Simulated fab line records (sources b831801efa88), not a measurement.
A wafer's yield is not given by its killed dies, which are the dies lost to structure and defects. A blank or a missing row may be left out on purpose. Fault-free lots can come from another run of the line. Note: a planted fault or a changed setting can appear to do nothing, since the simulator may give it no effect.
The same fault as seen by 2 desks -- flow sky130 -- numbers are kept per desk, each desk with only its own; the story behind them comes last

== DESK OF THE TOOL OWNER: implanter-01 ==
For each lot that ran on this tool, the mean over its sampled wafers that have a number, from the tool's own readings at SKY_LDD_LDN_IMPLANT_11. The brackets show how far a lot's mean lies from the usual mean; more than 4 standard deviations puts the lot out of limits, marked OUT.
Columns: A = beam_energy_keV at SKY_LDD_LDN_IMPLANT_11, usual 15.000
lot,first seen here,A
L714,day 24 00:07,15.003
L721,day 26 01:35,15.002
L731,day 29 13:37,19.110 (+99 or more) OUT
L732,day 29 18:11,19.105 (+99 or more) OUT
Finding of this desk: L731, L732 out of limits; the first was L731 at day 29 13:37, on beam_energy_keV at SKY_LDD_LDN_IMPLANT_11. L714, L721: within limits.

== THE METROLOGY DESK ==
What the gauges read, lot by lot, whatever tool the lot ran on: means of the sampled wafers that have a number. The brackets show how far a lot's mean lies from the usual mean; more than 4 standard deviations puts the lot out of limits, marked OUT.
Columns: A = LDD_HVP_TW at SKY_LDD_HVP_TW_MEAS_10, usual 458; B = LDD_LDN_OVL at SKY_LDD_LDN_OVL_MEAS_07, usual 0.0 nm
lot,first seen here,A,B
L714,day 22 17:32,458,2.8
L716,day 23 11:51,454,0.7
L721,day 24 20:31,459,-0.9
L731,day 28 09:13,462,-2.6
L732,day 28 13:26,463,1.8
L734,day 29 02:02,458,0.9
This desk's finding: nothing out of limits on any of the 6 lots.

== ALL TOGETHER ==
At day 29 13:37, on L731, L732, the tool owner's desk was in a position to raise an alarm.
The metrology desk saw nothing out of limits.
The metrology desk has L731, L732 on record, within its limits.
SKY_LDD_LDN_IMPLANT_11 was run on implanter-01 by each of the lots named.

== WHAT HAD BEEN PUT IN BY THE SIMULATOR ==
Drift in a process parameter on implanter-01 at SKY_LDD_LDN_IMPLANT_11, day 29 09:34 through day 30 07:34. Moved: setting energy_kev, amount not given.
Lots struck among those shown: L731, L732.
Each desk's first reading out of limits, in hours after the fault started: the tool owner's desk, 4.
